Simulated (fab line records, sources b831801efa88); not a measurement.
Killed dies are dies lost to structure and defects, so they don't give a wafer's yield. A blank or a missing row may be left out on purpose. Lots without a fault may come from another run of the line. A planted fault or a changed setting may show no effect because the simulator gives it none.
Which tool did it? | flow sky130 | 12 lots, 36 wafers sampled, at 2 steps of a route of 708

WHAT THE GAUGES READ, wafer by wafer
SKY_CAPM_RS_MEAS_03: measures by four-point-probe.
lot  | measured     | on            | CAPM_TIN_RS (ohm/sq)
L365 | day 38 04:48 | film_metro-02 | 6.68 6.72 6.75
L367 | day 38 06:07 | film_metro-01 | 6.68 6.70 6.65
L368 | day 38 06:24 | film_metro-01 | 6.63 6.72 6.72
L366 | day 38 06:49 | film_metro-01 | 6.79 6.67 6.79
L370 | day 38 07:11 | film_metro-02 | 6.64 6.63 6.65
L372 | day 39 04:57 | film_metro-04 | 6.70 6.71 6.70
L371 | day 39 06:19 | film_metro-01 | 6.67 6.69 6.72
L374 | day 40 08:48 | film_metro-02 | 6.72 6.67 6.63
L376 | day 40 10:02 | film_metro-04 | 6.60 6.48 6.54
L379 | day 41 08:00 | film_metro-01 | 6.55 6.60 6.51
L380 | day 41 11:53 | film_metro-04 | 6.57 6.70 6.64
L382 | day 42 07:54 | film_metro-04 | 6.68 6.65 6.62

WHICH TOOL RAN EACH LOT (tool, then ch and the chambers of the sampled wafers, then the start)
lot  | SKY_CONTACT_ETCH_16
L365 | rie_diel-04 ch 0,1,3, day 32 21:37
L367 | rie_diel-02 ch 0,2,3, day 33 01:44
L368 | rie_diel-04 ch 2,3, day 33 02:25
L366 | rie_diel-01 ch 0,1,3, day 33 02:52
L370 | rie_diel-02 ch 0,1,2, day 33 15:47
L372 | rie_diel-02 ch 1,2,3, day 34 10:41
L371 | rie_diel-02 ch 0,1,3, day 34 13:26
L374 | rie_diel-02 ch 1,2,3, day 35 18:36
L376 | rie_diel-02 ch 0,2,3, day 35 20:10
L379 | rie_diel-04 ch 1,2, day 36 20:49
L380 | rie_diel-02 ch 1,2, day 36 23:49
L382 | rie_diel-02 ch 0,2,3, day 37 21:40
- SKY_CONTACT_ETCH_16: etches BARC in N2/H2, stops on SiO2, time 45.9 s, target depth 60 nm.

WHAT THE TOOLS THEMSELVES READ (means of the sampled wafers that have a number; where no wafer has one, the mark that the record gives instead)
SKY_CONTACT_ETCH_16.
lot  | tool        | drypump_motor_current_A (A) | oes_product_au (a.u.) | throttle_valve_pct (%)
L365 | rie_diel-04 | 5.7                         | 0.856                 | 13.218
L367 | rie_diel-02 | 5.8                         | 0.856                 | 13.223
L368 | rie_diel-04 | 6.1                         | 0.849                 | 13.223
L366 | rie_diel-01 | 5.9                         | 0.856                 | 13.225
L370 | rie_diel-02 | 5.9                         | 0.855                 | 13.240
L372 | rie_diel-02 | 6.0                         | 0.856                 | 13.232
L371 | rie_diel-02 | 6.4                         | 0.855                 | 13.229
L374 | rie_diel-02 | 6.0                         | 0.859                 | 13.222
L376 | rie_diel-02 | 5.8                         | 0.859                 | 13.226
L379 | rie_diel-04 | 6.1                         | 0.855                 | 13.225
L380 | rie_diel-02 | 5.5                         | 0.852                 | 13.225
L382 | rie_diel-02 | 5.8                         | 0.856                 | 13.222

THE ANSWER, worked out from the rows above alone
Rule: what is usual is taken from the lots themselves. Put in order of their means at a reading, lots are off if they are a third of the lots or fewer, leave a main group of 4 or more, and stand apart from it by a gap of 3 or more times the standard deviation of the main group's means; of several such gaps the widest counts. A main group whose means are all the same, to the digits that the tables above print for the reading, isn't used. A lot without any number at a reading at which 4 lots or more have one is off too. The other lots that the step has rows for count as sound. The gauges are gone through in route order, then the tools' own readings, and for those a lot's mean is taken as printed above. The first step at which some lot is off is used, and at that step the reading that is off furthest; a lot without a number counts as furthest.
No lot is off at any reading shown: from this, nothing can be told.

WHAT THE SIMULATOR HAD PUT IN
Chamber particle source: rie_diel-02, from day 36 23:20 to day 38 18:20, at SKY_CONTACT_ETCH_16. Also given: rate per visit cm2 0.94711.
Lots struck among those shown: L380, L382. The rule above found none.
